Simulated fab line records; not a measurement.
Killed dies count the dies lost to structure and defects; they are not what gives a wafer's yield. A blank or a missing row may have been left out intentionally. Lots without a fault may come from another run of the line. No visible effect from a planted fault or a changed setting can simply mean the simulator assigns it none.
A struck lot beside a sound one ; flow sky130 ; 44 steps out of a route of 708
Sound: wafers L938.3, L938.4, L938.5. Struck: wafer L943.5 (L943.3, L943.6, from the same lot, were not struck and are left out); the cause is given at the end.
Order at every step that has rows: each side's tool, ch and its chambers, its first start. Under that, the readings that differ: sound wafers ; struck wafers ; difference of the means ; sigmas: that difference in standard deviations of wafers without a fault.
alike: words and numbers the same on both sides, and readings whose means are apart by under 2 such deviations; not compared: readings that were withheld, readings missing a value for some wafer, numbers with overlapping values and no deviation given by the record, and bounds like >300 which may hide the same value.
A row with sigmas, a row that says differs or no value, or rows on one side alone: a step with any of these is where the two part. When numbers do not overlap yet have no deviation, they are printed without sigmas and do not part them. Lack of a reading on every wafer of one side parts them only where that side has two or more wafers.

first, 2 steps without rows for these wafers: SKY_METAL4_PEB_11; SKY_METAL4_DEVELOP_12 (develop time 60 s).
SKY_METAL4_CD_MEAS_13 targets a cd of 300 nm.
  sound: cd sem-02 at day 41 21:18; struck: cd sem-02 at day 43 12:10
  alike: cd nm
SKY_METAL4_OVL_MEAS_14:
  sound: overlay-01 at day 41 21:23; struck: overlay-02 at day 43 12:16
  alike: METAL4_OVL
then, 2 steps without rows for these wafers: SKY_METAL4_DESCUM_15 (chemistry O2, time 8 s); SKY_METAL4_ETCH_16 (etches BARC in N2/H2, stops on SiO2, time 88.2 s, target depth 60 nm).
SKY_METAL4_ETCH_17: etches SiO2 in C4F8/O2/Ar, stops on TiN, time 3.9 s, target depth 15 nm.
  sound on rie diel-04 ch 0,2,3, day 41 21:32; struck on rie diel-04 ch 2, day 43 12:25
  alike: oes product au, rf fwd power W
  not compared: rf hours counter h
then, 1 step without rows for these wafers: SKY_METAL4_METAL_ETCH_18 (etches the open film in Cl2/BCl3, stops on SiO2, target depth 845 nm, time 183.1 s).
SKY_METAL4_STRIP_19: strips in O2/N2.
  sound on plasma asher-01 ch 0,1, day 41 21:46; struck on plasma asher-04 ch 1, day 43 12:38
  alike: drypump motor current A, oes product au, strip time to endpoint s
  not compared: rf hours counter h
then, 3 steps without rows for these wafers: SKY_METAL4_STRIP_20 (strips in post etch residue remover, time 1200 s); SKY_METAL4_CLEAN_21 (cleans in IPA, time 180 s); SKY_METAL4_CLEAN_22 (cleans in O3/DIW).
SKY_VIA4_HDPCVD_00: deposits SiO2, target thk 1750 nm, time 291.7 s.
  sound on hdpcvd-01 ch 0,2, day 41 22:25; struck on hdpcvd-01 ch 0, day 43 13:16
reading;sound;struck;difference;sigmas
model.SiO2_of_VIA4_HDPCVD_00.thk nm (nm);1772 1765 1768;551.2;-1217.1;
SKY_VIA4_THK_MEAS_01:
  sound: film metro-01 at day 41 22:37; struck: film metro-01 at day 43 13:28
reading;sound;struck;difference;sigmas
VIA4_HDPCVD_THK (nm);1771 1765 1768;551;-1217;-68
SKY_VIA4_CMP_02: polishes SiO2.
  sound on cmp-02 ch 1,2, day 41 22:40; struck on cmp-01 ch 3, day 43 13:30
  alike: motor current A
SKY_VIA4_BOW_MEAS_03:
  sound: film metro-03 at day 41 23:00; struck: film metro-04 at day 43 13:50
  alike: VIA4_BOW
then, 7 steps without rows for these wafers: SKY_VIA4_DEHYDRATE_04 (time 60 s); SKY_VIA4_HMDS_05 (prime time 60 s); SKY_VIA4_COAT_06 (resist thk 1140 nm); SKY_VIA4_SOFTBAKE_07 (time 60 s); SKY_VIA4_EXPOSE_08 (exposes mask VIM4, target cd 800 nm); SKY_VIA4_PEB_09; SKY_VIA4_DEVELOP_10 (develop time 60 s).
SKY_VIA4_OVL_MEAS_11:
  sound: overlay-02 at day 42 22:38; struck: overlay-02 at day 44 11:40
  alike: VIA4_OVL
SKY_VIA4_ETCH_12: etches SiO2 in C4F8/O2/Ar, stops on TiN, target depth 580 nm.
  sound on rie diel-01 ch 0,2, day 42 22:40; struck on rie diel-01 ch 0, day 44 11:42
reading;sound;struck;difference;sigmas
oes product au (a.u.);0.937 0.918 0.929;0.893;-0.035;-8
model.etch.depth nm (nm);581.1 579 580.6;551.2;-29.0;
model.VIA4.feature depth nm (nm);581.1 579 580.6;551.2;-29.0;
  alike: rf fwd power W
then, 5 steps without rows for these wafers: SKY_VIA4_STRIP_13 (strips in O2/N2); SKY_VIA4_STRIP_14 (strips in post etch residue remover, time 1200 s); SKY_VIA4_CLEAN_15 (cleans in IPA, time 180 s); SKY_VIA4_CLEAN_16 (cleans in O3/DIW); SKY_VIA4_SPUTTER_17 (material TiN, target thk 20 nm, time 80 s).
SKY_VIA4_CVD_18: deposits W, target thk 505 nm, time 152.14 s.
  sound on cvd w-01 ch 0,1, day 42 23:27; struck on cvd w-02 ch 0, day 44 12:31
  alike: heater power w
SKY_VIA4_RS_MEAS_19: measurement is done with a four-point probe.
  sound: film metro-01 at day 42 23:35; struck: film metro-01 at day 44 12:39
reading;sound;struck;difference;sigmas
VIA4_W_RS (ohm/sq);0.230 0.228 0.228;0.218;-0.011;-3
SKY_VIA4_THK_MEAS_20: measures by xrf.
  sound: film metro-01 at day 42 23:41; struck: film metro-01 at day 44 12:45
reading;sound;struck;difference;sigmas
VIA4_W_THK (nm);485 494 490;514;+24;+3
then, 5 steps without rows for these wafers: SKY_VIA4_CMP_21 (polishes, stops on SiO2, t overpolish 25 s, target thk 0 nm); SKY_METAL5_SPUTTER_00 (material Ti, target thk 15 nm, time 10 s); SKY_METAL5_SPUTTER_01 (material TiN, target thk 20 nm, time 16.7 s); SKY_METAL5_SPUTTER_02 (material AlCu, target thk 1150 nm, time 61.2 s); SKY_METAL5_SPUTTER_03 (material Ti, target thk 5 nm, time 3.3 s).
SKY_METAL5_SPUTTER_04: material TiN, target thk 70 nm, time 58.3 s.
  sound: pvd sputter-04 at day 43 00:09; struck: pvd sputter-04 at day 44 13:13
  alike: chamber pressure pa, throttle valve pct
SKY_METAL5_RS_MEAS_05: measurement is done with a four-point probe.
  sound: film metro-02 at day 43 00:14; struck: film metro-02 at day 44 13:18
  alike: METAL5_ALCU_RS
SKY_METAL5_THK_MEAS_06: measures by xrf.
  sound: film metro-02 at day 43 00:20; struck: film metro-02 at day 44 13:24
  alike: METAL5_ALCU_THK
then, 1 step without rows for these wafers: SKY_METAL5_DEHYDRATE_07 (time 60 s).
SKY_METAL5_METAL_ETCH_15: etches the open film in Cl2/BCl3, stops on SiO2, target depth 1260 nm, time 252 s.
  sound on rie metal-04 ch 0,1, day 43 22:36; struck on rie metal-04 ch 1, day 45 10:49
reading;sound;struck;difference;sigmas
oes product au (a.u.);0.896 0.894 0.892;0.883;-0.011;-2
rf fwd power W (W);895.8 897.2 895.8;889.9;-6.4;-2
model.SiO2_of_VIA4_HDPCVD_00.thk nm (nm);549.6 548.4 549.5;520.6;-28.6;
  alike: drypump motor current A, throttle valve pct
  not compared: rf hours counter h
SKY_PAD_OPEN_PROBE_99:
  sound: prober-01 at day 45 20:35; struck: prober-01 at day 47 07:46
reading;sound;struck;difference;sigmas
model.etest.tester.sort n pass;403 400 411;220;-185;
model.etest.tester.sort yield pct (%);81.91 81.3 83.54;44.72;-37.53;
model.etest.tester.sort_bin_3_pct (%);0.813 0.4065 0.813;38.21;+37.53;
model.etest.met5 comb.leak log10 a um;-12.04 -12.1 -11.96;-7.011;+5.022;
model.etest.tester.sort_bin_8_pct (%);0 0 0;1.281e-08;+1.281e-08;
  alike: defect limited yield, killed_at_M0_to_M3, killed_at_M4_up, killed at contacts, killed at front end, killed at other, killed dies, killed open, killed short

## WHERE THEY PART
Last at SKY_METAL5_METAL_ETCH_15 as far as this record goes, first at SKY_VIA4_THK_MEAS_01. Later steps at which nothing parts them and some readings are alike: SKY_PAD_OPEN_PROBE_99.

WHY: what had been put in by the simulator
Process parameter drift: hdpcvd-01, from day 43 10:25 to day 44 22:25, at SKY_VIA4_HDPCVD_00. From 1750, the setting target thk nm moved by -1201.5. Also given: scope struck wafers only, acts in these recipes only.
